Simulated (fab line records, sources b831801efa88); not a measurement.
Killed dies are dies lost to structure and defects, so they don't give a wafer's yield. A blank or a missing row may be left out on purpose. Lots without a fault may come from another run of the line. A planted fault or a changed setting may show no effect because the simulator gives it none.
One fault seen from 2 desks | flow gf180mcu | each desk has only its own numbers; what lay behind them comes last

THE TOOL OWNER'S DESK: pecvd-01
The tool's own readings at GF_SAB_CVD_00 (deposits SiO2 from TEOS, target thk 50 nm, time 4.9302 s): means of the sampled wafers that have a number, for each lot that ran on this tool. A lot is out of limits, marked OUT, if its mean lies more than 4 standard deviations from the usual mean; the brackets give that distance.
Columns: A = heater_power_w at GF_SAB_CVD_00, usual 681 W
lot  | first seen here | A
L720 | day 15 12:11    | 690
L724 | day 17 04:14    | 764
L725 | day 17 12:30    | 699
L730 | day 19 06:50    | 696
L733 | day 20 08:50    | 745
This desk's finding: nothing out of limits on any of the 5 lots.

THE METROLOGY DESK
What the gauges read, lot by lot, whatever tool the lot ran on: means of the sampled wafers that have a number. A lot is out of limits, marked OUT, if its mean lies more than 4 standard deviations from the usual mean; the brackets give that distance.
Columns: A = INCOMING_BOW at GF_STI_BOW_MEAS_00, usual 0 um; B = SAB_CVD_00_THK at GF_SAB_THK_MEAS_01, usual 50.2 nm; C = V1_W_RS at GF_V1_RS_MEAS_24, usual 0.327 ohm/sq
lot  | first seen here | A  | B               | C
L717 | day 1 15:00     | -4 | 49.3            | 0.324
L718 | day 1 20:01     | 0  | 50.2            | 0.323
L719 | day 2 01:01     | -4 | 50.0            | 0.325
L720 | day 2 06:00     | 1  | 50.4            | 0.331
L722 | day 2 16:00     | 3  | 50.1            | 0.326
L723 | day 2 21:00     | -3 | 50.4            | 0.325
L724 | day 3 02:02     | -3 | 50.7            | 0.318
L725 | day 3 07:00     | -0 | 50.4            | 0.329
L730 | day 4 08:01     | -4 | 48.7            | 0.326
L732 | day 4 18:01     | -2 | 49.2            | 0.328
L733 | day 4 23:00     | -1 | 47.4 (-4.2) OUT | 0.325
L737 | day 5 19:00     | -4 | 50.0            | 0.328
L738 | day 6 00:02     | -0 | 50.2            | 0.336
L739 | day 6 05:00     | 5  | 50.3            | 0.327
This desk's finding: out of limits on L733; first on L733, day 20 08:52 (SAB_CVD_00_THK at GF_SAB_THK_MEAS_01). In limits: L717, L718, L719, L720, L722, L723, L724, L725, L730, L732, L737, L738, L739.

PUT TOGETHER
The metrology desk could have raised an alarm at day 20 08:52, on L733.
The tool owner's desk saw nothing out of limits.
The tool owner's desk has L733 on record, within its limits.
Of the lots named, all ran GF_SAB_CVD_00 on pecvd-01.

WHAT THE SIMULATOR HAD PUT IN
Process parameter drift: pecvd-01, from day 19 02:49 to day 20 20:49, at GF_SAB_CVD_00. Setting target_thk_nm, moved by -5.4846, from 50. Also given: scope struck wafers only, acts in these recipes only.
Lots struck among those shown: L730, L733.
Hours from the fault's start to each desk's first reading out of limits: the metrology desk, 30.
